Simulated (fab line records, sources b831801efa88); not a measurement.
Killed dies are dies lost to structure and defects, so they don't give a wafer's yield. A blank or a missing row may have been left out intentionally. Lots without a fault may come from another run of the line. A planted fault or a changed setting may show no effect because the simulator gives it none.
Chamber matching || flow sfqLine || SFQ_TRILAYER_I1_CMP_CMP_046 on cmp-01: 4 sister chambers
The step polishes SiO2. 4 wafers are shown with their chamber, then 8 later ones without.

EACH WAFER AND ITS CHAMBER
{"wafer": "L797.6", "chamber": 1, "motorCurrentA (A)": 8.9}
{"wafer": "L801.1", "chamber": 3, "motorCurrentA (A)": 10.0}
{"wafer": "L801.4", "chamber": 0, "motorCurrentA (A)": 11.5}
{"wafer": "L804.2", "chamber": 2, "motorCurrentA (A)": 11.2}

WAFERS WITHOUT THEIR CHAMBER
{"wafer": "L804.5", "motorCurrentA (A)": 10.4}
{"wafer": "L804.6", "motorCurrentA (A)": 10.8}
{"wafer": "L805.4", "motorCurrentA (A)": 11.6}
{"wafer": "L805.3", "motorCurrentA (A)": 10.6}
{"wafer": "L805.5", "motorCurrentA (A)": 8.5}
{"wafer": "L813.3", "motorCurrentA (A)": 9.1}
{"wafer": "L813.1", "motorCurrentA (A)": 11.4}
{"wafer": "L813.5", "motorCurrentA (A)": 11.2}

EACH ONE'S CHAMBER
{"wafer": "L804.5", "from the rows above": "can't be placed: 3 or 2", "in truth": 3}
{"wafer": "L804.6", "from the rows above": "can't be placed: 2 or 0 or 3", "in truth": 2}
{"wafer": "L805.4", "from the rows above": "can't be placed: 0 or 2", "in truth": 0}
{"wafer": "L805.3", "from the rows above": "can't be placed: 2 or 3 or 0", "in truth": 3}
{"wafer": "L805.5", "from the rows above": 1, "in truth": 1}
{"wafer": "L813.3", "from the rows above": 1, "in truth": 1}
{"wafer": "L813.1", "from the rows above": "can't be placed: 0 or 2", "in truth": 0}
{"wafer": "L813.5", "from the rows above": "can't be placed: 2 or 0", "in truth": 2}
2 of 8 placed correctly. Not placeable from these rows: 6 (in 6, the candidates include the true chamber). Number placed wrongly: 0.
How it was worked out, from the rows above alone: a wafer's distance from a chamber is the root of the sum, over the readings, of the square of ((its reading less the chamber's mean) divided by the reading's scatter). If the next closest chamber is less than 2 further off than the closest, the wafer can't be placed; otherwise it belongs to the closest. A chamber's mean is the mean of its shown wafers. The scatter: with one shown wafer a chamber, the root of the mean of the squares of how far each hidden wafer lies from its nearest shown one.
